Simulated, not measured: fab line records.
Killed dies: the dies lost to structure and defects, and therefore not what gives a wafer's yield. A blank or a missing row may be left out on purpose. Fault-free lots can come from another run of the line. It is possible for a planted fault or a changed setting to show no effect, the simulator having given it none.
Which tool is to blame? | flow sky130 | Sampling: 11 lots, 33 wafers, 5 of 708 route steps

== WHAT THE GAUGES SHOWED, per wafer ==
SKY_VIA2_CD_MEAS_12: target cd 200 nm.
lot  | measured     | on        | cd nm (nm)
L157 | day 35 20:59 | cd sem-02 | 200.7 201.9 201.7
L158 | day 36 15:42 | cd sem-02 | 199.2 200.4 201.0
L162 | day 38 04:11 | cd sem-02 | 198.6 199.8 197.7
L161 | day 38 04:54 | cd sem-01 | 200.1 199.6 200.5
L163 | day 38 10:11 | cd sem-02 | 198.2 199.4 198.0
L171 | day 40 13:26 | cd sem-01 | 200.5 197.9 201.4
L175 | day 42 13:16 | cd sem-01 | 200.6 199.4 200.1
L177 | day 42 19:47 | cd sem-01 | 201.6 200.4 202.2
L178 | day 42 21:37 | cd sem-01 | 197.4 197.8 199.2
L176 | day 42 23:46 | cd sem-01 | 199.5 199.5 200.6
L179 | day 43 03:40 | cd sem-01 | 198.1 199.1 199.9

SKY_VIA2_RS_MEAS_22: uses a four-point probe to measure.
lot  | measured     | on            | VIA2_W_RS (ohm/sq)
L157 | day 35 22:02 | film metro-03 | 0.275 0.276 0.275
L158 | day 36 16:45 | film metro-04 | 0.271 0.273 0.268
L162 | day 38 05:14 | film metro-04 | 0.274 0.273 0.268
L161 | day 38 05:57 | film metro-04 | 0.271 0.711 0.272
L163 | day 38 11:14 | film metro-04 | 0.717 0.272 0.269
L171 | day 40 14:29 | film metro-04 | 0.273 0.270 0.274
L175 | day 42 14:19 | film metro-01 | 0.270 0.274 0.266
L177 | day 42 20:50 | film metro-04 | 0.280 0.278 0.273
L178 | day 42 22:40 | film metro-04 | 0.274 0.274 0.275
L176 | day 43 00:49 | film metro-03 | 0.275 0.273 0.279
L179 | day 43 04:53 | film metro-03 | 0.275 0.273 0.274

SKY_VIA2_THK_MEAS_23: measures by xrf.
lot  | measured     | on            | VIA2_W_THK (nm)
L157 | day 35 22:08 | film metro-03 | 408 405 407
L158 | day 36 16:52 | film metro-04 | 412 409 416
L162 | day 38 05:20 | film metro-04 | 413 415 420
L161 | day 38 06:03 | film metro-04 | 416 163 411
L163 | day 38 11:20 | film metro-04 | 160 416 424
L171 | day 40 14:35 | film metro-04 | 420 421 415
L175 | day 42 14:26 | film metro-01 | 411 401 412
L177 | day 42 20:56 | film metro-04 | 403 407 415
L178 | day 42 22:47 | film metro-04 | 414 410 410
L176 | day 43 00:56 | film metro-03 | 403 402 399
L179 | day 43 05:00 | film metro-03 | 402 401 404

== EACH LOT AND THE TOOL THAT RAN IT (in order: tool; ch and the chambers of the sampled wafers; start) ==
lot  | SKY_METAL2_SPUTTER_03        | SKY_VIA2_CVD_21
L157 | pvd sputter-03, day 33 15:19 | cvd w-01 ch 0,1, day 35 21:53
L158 | pvd sputter-03, day 34 10:09 | cvd w-02 ch 0, day 36 16:37
L162 | pvd sputter-04, day 35 22:55 | cvd w-02 ch 0,1, day 38 05:05
L161 | pvd sputter-02, day 35 23:34 | cvd w-01 ch 0,1, day 38 05:49
L163 | pvd sputter-04, day 36 05:41 | cvd w-01 ch 0,1, day 38 11:05
L171 | pvd sputter-02, day 38 10:07 | cvd w-02 ch 0,1, day 40 14:20
L175 | pvd sputter-02, day 40 11:56 | cvd w-01 ch 0,1, day 42 14:11
L177 | pvd sputter-04, day 40 19:44 | cvd w-01 ch 0,1, day 42 20:41
L178 | pvd sputter-02, day 40 20:44 | cvd w-01 ch 0,1, day 42 22:32
L176 | pvd sputter-04, day 40 23:26 | cvd w-02 ch 0,1, day 43 00:41
L179 | pvd sputter-04, day 41 03:02 | cvd w-02 ch 1, day 43 04:39
- SKY_METAL2_SPUTTER_03: material Ti, target thk 5 nm, time 3.3 s.
- SKY_VIA2_CVD_21: deposits W, target thk 420 nm, time 126.4 s.

== WHAT THE TOOLS THEMSELVES READ (means of the sampled wafers that have a number; where no wafer has one, the mark that the record gives instead) ==
SKY_METAL2_SPUTTER_03.
lot  | tool           | throttle valve pct (%)
L157 | pvd sputter-03 | 28.3
L158 | pvd sputter-03 | 29.9
L162 | pvd sputter-04 | 30.0
L161 | pvd sputter-02 | 29.6
L163 | pvd sputter-04 | 28.8
L171 | pvd sputter-02 | 30.4
L175 | pvd sputter-02 | 30.6
L177 | pvd sputter-04 | 29.3
L178 | pvd sputter-02 | 30.7
L176 | pvd sputter-04 | 28.4
L179 | pvd sputter-04 | 29.5

SKY_VIA2_CVD_21.
lot  | tool     | heater power w (W)
L157 | cvd w-01 | 1003
L158 | cvd w-02 | 843
L162 | cvd w-02 | 795
L161 | cvd w-01 | 1016
L163 | cvd w-01 | 1020
L171 | cvd w-02 | 765
L175 | cvd w-01 | 881
L177 | cvd w-01 | 951
L178 | cvd w-01 | 867
L176 | cvd w-02 | 814
L179 | cvd w-02 | 729

== THE ANSWER, worked out from the rows above alone ==
Rule: the usual values come from the lots themselves. The widest of any qualifying gaps counts: lots, ordered by their means at a reading, are off when they make up no more than a third of the lots, leave a main group of 4 or more, and stand apart from it by 3 or more times the standard deviation of that group's means. If all means in a main group match to the digits the tables above print for the reading, that group is not used. Also off: a lot with no number at a reading for which 4 or more lots have one. Any other lot the step has rows for is counted as sound. After the gauges, taken in route order, come the tools' own readings; for these a lot's mean is taken, as printed above. The first step at which some lot is off is used, and at that step the reading that is off furthest; a lot without a number counts as furthest.
Off: L161, L163, at SKY_VIA2_RS_MEAS_22 (VIA2_W_RS). For the main group the mean is 0.273 ohm/sq and the standard deviation 0.0023.
A tool fits if, at a process step before that reading, it ran every lot that is off, and no sound lot after the first of them. Those tools and the gauges at SKY_VIA2_RS_MEAS_22 are tried in the same way. None of those tried fits.

== WHAT THE SIMULATOR HAD INSERTED ==
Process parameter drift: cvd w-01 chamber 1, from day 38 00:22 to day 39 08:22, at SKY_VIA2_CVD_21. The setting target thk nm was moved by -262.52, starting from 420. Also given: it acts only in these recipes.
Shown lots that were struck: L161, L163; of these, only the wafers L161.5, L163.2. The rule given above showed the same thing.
